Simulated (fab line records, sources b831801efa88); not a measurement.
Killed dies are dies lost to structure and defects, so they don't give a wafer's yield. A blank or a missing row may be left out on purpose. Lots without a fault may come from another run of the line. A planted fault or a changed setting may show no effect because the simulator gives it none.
Which tool did it? | flow sky130 | 13 lots, 39 wafers sampled, at 3 steps of a route of 708

WHAT THE GAUGES READ, wafer by wafer
SKY_NWELL_TW_MEAS_26.
lot  | measured     | on            | NWELL_2_TW
L759 | day 5 05:35  | film_metro-02 | 492.3 493.3 493.9
L760 | day 5 15:31  | film_metro-04 | 495.1 492.8 490.9
L761 | day 5 23:36  | film_metro-02 | 493.4 493.7 490.4
L763 | day 6 09:31  | film_metro-04 | 492.4 493.4 492.5
L764 | day 6 15:10  | film_metro-01 | 499.8 501.1 498.6
L766 | day 7 01:41  | film_metro-01 | 490.6 494.3 489.9
L768 | day 7 11:59  | film_metro-01 | 492.8 495.4 492.6
L771 | day 8 09:40  | film_metro-04 | 493.6 498.1 496.3
L776 | day 9 18:16  | film_metro-02 | 494.4 491.1 491.1
L777 | day 10 00:14 | film_metro-01 | 494.4 493.9 495.9
L779 | day 10 06:18 | film_metro-02 | 493.8 493.4 495.5
L780 | day 10 14:09 | film_metro-04 | 494.8 493.4 495.1
L781 | day 11 00:16 | film_metro-01 | 489.3 490.6 491.5

SKY_VT_ADJUST_HVTP_TW_MEAS_11.
lot  | measured     | on            | VT_ADJUST_HVTP_TW
L759 | day 6 00:56  | film_metro-01 | 1359 1356 1355
L760 | day 6 10:44  | film_metro-01 | 1352 1353 1354
L761 | day 6 18:38  | film_metro-01 | 1355 1359 1361
L763 | day 7 06:11  | film_metro-01 | 1348 1346 1343
L764 | day 7 11:45  | film_metro-04 | 1349 1341 1350
L766 | day 7 22:30  | film_metro-01 | 1351 1352 1337
L768 | day 8 09:00  | film_metro-03 | 1359 1353 1354
L771 | day 9 06:35  | film_metro-01 | 1344 1345 1347
L776 | day 10 16:11 | film_metro-03 | 1349 1357 1350
L777 | day 10 22:53 | film_metro-04 | 1349 1347 1344
L779 | day 11 05:44 | film_metro-03 | 1347 1346 1345
L780 | day 11 14:45 | film_metro-01 | 1343 1341 1336
L781 | day 12 00:44 | film_metro-03 | 1342 1344 1340

WHICH TOOL RAN EACH LOT (tool, then ch and the chambers of the sampled wafers, then the start)
lot  | SKY_DNWELL_STRIP_08
L759 | plasma_asher-04 ch 0,1, day 3 02:41
L760 | plasma_asher-04 ch 0, day 3 11:41
L761 | plasma_asher-02 ch 0,1, day 3 17:29
L763 | plasma_asher-03 ch 0,1, day 4 01:47
L764 | plasma_asher-03 ch 0,1, day 4 09:10
L766 | plasma_asher-02 ch 0,1, day 4 17:50
L768 | plasma_asher-03 ch 0,1, day 5 03:05
L771 | plasma_asher-03 ch 1, day 5 22:32
L776 | plasma_asher-04 ch 0,1, day 7 04:44
L777 | plasma_asher-03 ch 0,1, day 7 09:44
L779 | plasma_asher-04 ch 0,1, day 7 15:29
L780 | plasma_asher-02 ch 0,1, day 7 21:53
L781 | plasma_asher-04 ch 0,1, day 8 07:38
- SKY_DNWELL_STRIP_08: strips in O2/N2.

WHAT THE TOOLS THEMSELVES READ (means of the sampled wafers that have a number; where no wafer has one, the mark that the record gives instead)
SKY_DNWELL_STRIP_08.
lot  | tool            | drypump_motor_current_A (A) | o2_flow_sccm (sccm) | oes_product_au (a.u.) | strip_time_to_endpoint_s (s)
L759 | plasma_asher-04 | 5.11                        | 2999                | 0.726                 | 37.03
L760 | plasma_asher-04 | 5.44                        | 3003                | 0.721                 | 36.80
L761 | plasma_asher-02 | 5.33                        | 3000                | 0.722                 | 36.74
L763 | plasma_asher-03 | 5.49                        | 3004                | 0.724                 | 37.01
L764 | plasma_asher-03 | 5.49                        | 3006                | 0.722                 | 37.06
L766 | plasma_asher-02 | 5.33                        | 2997                | 0.725                 | 37.01
L768 | plasma_asher-03 | 5.52                        | 2989                | 0.725                 | 36.91
L771 | plasma_asher-03 | 5.57                        | 3005                | 0.725                 | 36.93
L776 | plasma_asher-04 | 5.13                        | 3001                | 0.727                 | 37.07
L777 | plasma_asher-03 | 5.49                        | 2996                | 0.726                 | 36.84
L779 | plasma_asher-04 | 5.28                        | 3004                | 0.723                 | 36.81
L780 | plasma_asher-02 | 5.32                        | 3003                | 0.720                 | 36.82
L781 | plasma_asher-04 | 5.28                        | 3003                | 0.721                 | 36.96

THE ANSWER, worked out from the rows above alone
Rule: what is usual is taken from the lots themselves. Put in order of their means at a reading, lots are off if they are a third of the lots or fewer, leave a main group of 4 or more, and stand apart from it by a gap of 3 or more times the standard deviation of the main group's means; of several such gaps the widest counts. A main group whose means are all the same, to the digits that the tables above print for the reading, isn't used. A lot without any number at a reading at which 4 lots or more have one is off too. The other lots that the step has rows for count as sound. The gauges are gone through in route order, then the tools' own readings, and for those a lot's mean is taken as printed above. The first step at which some lot is off is used, and at that step the reading that is off furthest; a lot without a number counts as furthest.
No lot is off at any reading shown: from this, nothing can be told.

WHAT THE SIMULATOR HAD PUT IN
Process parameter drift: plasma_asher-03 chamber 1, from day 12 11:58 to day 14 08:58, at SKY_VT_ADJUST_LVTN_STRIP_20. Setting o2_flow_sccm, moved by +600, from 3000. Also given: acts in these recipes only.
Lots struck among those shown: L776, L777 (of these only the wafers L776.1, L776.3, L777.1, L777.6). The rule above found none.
